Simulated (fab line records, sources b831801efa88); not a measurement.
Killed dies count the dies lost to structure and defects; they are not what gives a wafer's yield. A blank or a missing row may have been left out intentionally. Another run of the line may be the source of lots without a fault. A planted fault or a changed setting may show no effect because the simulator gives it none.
Which of the tools did it? -- flow gf180mcu -- Sampling: 12 lots, 36 wafers, 2 of 602 route steps

== WHAT THE GAUGES READ, wafer by wafer ==
GF_M1_CD_MEAS_14 targets a cd of 230 nm.
lot,measured,on,cd_nm (nm)
L075,day 17 16:08,cd_sem-02,230.3 230.3 230.2
L077,day 18 03:10,cd_sem-02,232.1 231.5 231.0
L079,day 19 03:07,cd_sem-02,231.1 230.4 231.7
L081,day 19 17:28,cd_sem-01,231.5 230.1 230.7
L083,day 20 12:33,cd_sem-02,230.5 230.5 230.6
L085,day 21 02:02,cd_sem-02,230.6 229.1 229.4
L087,day 21 18:38,cd_sem-01,232.4 233.5 232.0
L089,day 22 17:15,cd_sem-02,230.6 229.9 230.2
L091,day 23 05:31,cd_sem-02,229.0 229.7 229.1
L093,day 23 19:40,cd_sem-01,230.3 230.2 230.9
L095,day 24 12:47,cd_sem-02,230.9 231.1 231.3
L097,day 25 01:59,cd_sem-02,231.7 231.6 230.9

== WHAT TOOL EACH LOT RAN ON (gives the tool, then ch and the chambers of the sampled wafers, and finally the start) ==
lot,GF_CONTACT_CVD_02
L075,"pecvd-02 ch 0,1,2, day 15 17:29"
L077,"pecvd-01 ch 0,1,2, day 16 03:28"
L079,"pecvd-01 ch 0,1,2, day 17 01:53"
L081,"pecvd-02 ch 0,1,2, day 17 16:32"
L083,"pecvd-01 ch 0,1,2, day 18 11:37"
L085,"pecvd-04 ch 0,1,2, day 19 00:28"
L087,"pecvd-02 ch 0,1, day 19 17:25"
L089,"pecvd-01 ch 0,1,2, day 20 16:01"
L091,"pecvd-02 ch 1,2, day 21 04:55"
L093,"pecvd-01 ch 0,1,2, day 21 20:40"
L095,"pecvd-04 ch 0,2, day 22 13:40"
L097,"pecvd-02 ch 1,2, day 23 04:40"
- GF_CONTACT_CVD_02: deposits SiO2 from TEOS, target thk 860 nm, time 95.992 s.

== THE ANSWER, worked out from the rows above alone ==
Rule: the lots themselves supply what counts as usual. The widest of any qualifying gaps counts: lots, ordered by their means at a reading, are off when they make up no more than a third of the lots, leave a main group of 4 or more, and stand apart from it by 3 or more times the standard deviation of that group's means. If all means in a main group match to the digits the tables above print for the reading, that group is not used. Also off: a lot with no number at a reading for which 4 or more lots have one. The other lots that the step has rows for count as sound.
No lot is off on any of the readings shown, so nothing can be concluded from this.

== WHAT WAS PUT IN BY THE SIMULATOR ==
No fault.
